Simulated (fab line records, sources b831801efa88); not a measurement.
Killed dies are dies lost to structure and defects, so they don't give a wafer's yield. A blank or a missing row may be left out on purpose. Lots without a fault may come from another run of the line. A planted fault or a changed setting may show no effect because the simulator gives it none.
A struck lot beside a sound one | flow sky130 | 14 steps out of a route of 708
Sound: wafers L116.2, L116.5, L116.6. Struck: wafers L120.2, L120.3, L120.6. The cause comes at the end.
At each step with rows: each side's tool, then ch and its chambers, then its first start. Under that, the readings that differ: sound wafers | struck wafers | difference of the means | sigmas: that difference in standard deviations of wafers without a fault.
alike: readings whose means differ by less than 2 such deviations, and words and numbers that are the same on both sides. not compared: withheld readings, readings that some wafer has no value for, bounds like >300 that may hide the same value, and numbers for which the record gives no deviation and whose values overlap.
The two part at a step that has a row with sigmas, a row that says differs or no value, or rows on one side only. Numbers that don't overlap but have no deviation are shown without sigmas and don't part them. A reading that every wafer of one side lacks parts them only if that side has two wafers or more.

SKY_CONTACT_OVL_MEAS_15:
  sound on overlay-02, day 33 15:17; struck on overlay-02, day 34 21:11
  alike: CONTACT_OVL
SKY_CONTACT_ETCH_16: etches BARC in N2/H2, stops on SiO2, time 45.9 s, target depth 60 nm.
  sound on rie_diel-04 ch 1,3, day 33 15:19; struck on rie_diel-03 ch 0,3, day 34 21:13
  alike: chamber_pressure_mTorr, drypump_motor_current_A, oes_product_au, throttle_valve_pct
  not compared: rf_hours_counter_h
then, 1 step without rows for these wafers: SKY_CONTACT_ETCH_17 (etches SiO2 in C4F8/O2/Ar, stops on Si3N4, target depth 340 nm).
SKY_CONTACT_ETCH_18: etches Si3N4 in CHF3/O2, stops on TiN, time 39 s, target depth 75 nm.
  sound on rie_diel-04 ch 1,3; struck on rie_diel-03 ch 0,3
  alike: chamber_pressure_mTorr, drypump_motor_current_A, oes_product_au, throttle_valve_pct
  not compared: rf_hours_counter_h
SKY_CONTACT_STRIP_19: strips in O2/N2.
  sound on plasma_asher-04 ch 0,1, day 33 15:27; struck on plasma_asher-04 ch 0,1, day 34 21:21
  reading               | sound             | struck            | difference | sigmas
  oes_product_au (a.u.) | 0.378 0.379 0.374 | 0.386 0.397 0.384 | +0.012     | +2
  alike: chamber_pressure_mTorr, drypump_motor_current_A, strip_time_to_endpoint_s
  not compared: rf_hours_counter_h
then, 3 steps without rows for these wafers: SKY_CONTACT_STRIP_20 (strips in post etch residue remover, time 1200 s); SKY_CONTACT_CLEAN_21 (cleans in IPA, time 180 s); SKY_CONTACT_CLEAN_22 (cleans in O3/DIW).
SKY_CONTACT_SPUTTER_23: material TiN, target thk 20 nm, time 80 s.
  sound on pvd_sputter-03, day 33 16:04; struck on pvd_sputter-02, day 34 21:56
  alike: throttle_valve_pct
SKY_CONTACT_CVD_24: deposits W, target thk 340 nm, time 102.12 s.
  sound on cvd_w-02 ch 1, day 33 16:10; struck on cvd_w-02 ch 0,1, day 34 22:01
  reading              | sound                | struck               | difference | sigmas
  susceptor_temp_C (C) | 400.41 400.36 400.41 | 399.58 399.94 400.11 | -0.52      | -2
  alike: heater_power_w
SKY_CONTACT_RS_MEAS_25: measures by four-point-probe.
  sound on film_metro-04, day 33 16:22; struck on film_metro-02, day 34 22:08
  alike: CONTACT_W_RS
SKY_CONTACT_THK_MEAS_26: measures by xrf.
  sound on film_metro-04, day 33 16:29; struck on film_metro-02, day 34 22:15
  alike: CONTACT_W_THK
SKY_CONTACT_CMP_27: polishes, stops on SiO2, t overpolish 15 s, target thk 0 nm.
  sound on cmp-01 ch 1,2, day 33 16:35; struck on cmp-02 ch 0,1,2, day 34 22:18
  no value came back on the struck wafers for any of 5 readings (edge_zone_pressure_frac, head_pressure_psi (psi) and others); on the sound wafers edge_zone_pressure_frac reads 0.998 1.000 1.001
  reading                                     | sound             | struck            | difference | sigmas
  model.W_of_CONTACT_CVD_24.thk_nm (nm)       | 0 0 0             | 340.7 351.5 349.8 | +347.3     |
  model.SiO2_of_CONTACT_HDPCVD_02.thk_nm (nm) | 337.2 337.1 336.2 | 339.6 340.3 339.9 | +3.1       |
-- the record jumps here: 13 days lie between the struck wafers' starts before and after (it left off in module CONTACT and takes up again in module PAD_OPEN, whose first step shown is number 708 of the route) --
SKY_PAD_OPEN_PROBE_99:
  sound on prober-02, day 47 08:05; struck on prober-01, day 48 03:46
  reading            | sound    | struck      | difference | sigmas
  killed_at_contacts | 16 24 19 | 440 429 442 | +417       | +67
  killed_dies        | 86 70 72 | 492 492 492 | +416       | +43
  killed_on_rim      | 18 15 14 | 96 96 96    | +80        | +21
  alike: killed_at_M0_to_M3, killed_at_M4_up, killed_at_front_end, killed_at_other, killed_open, killed_short

WHERE THEY PART
First at SKY_CONTACT_STRIP_19; last, within this record, at SKY_PAD_OPEN_PROBE_99.

WHY: what the simulator had put in
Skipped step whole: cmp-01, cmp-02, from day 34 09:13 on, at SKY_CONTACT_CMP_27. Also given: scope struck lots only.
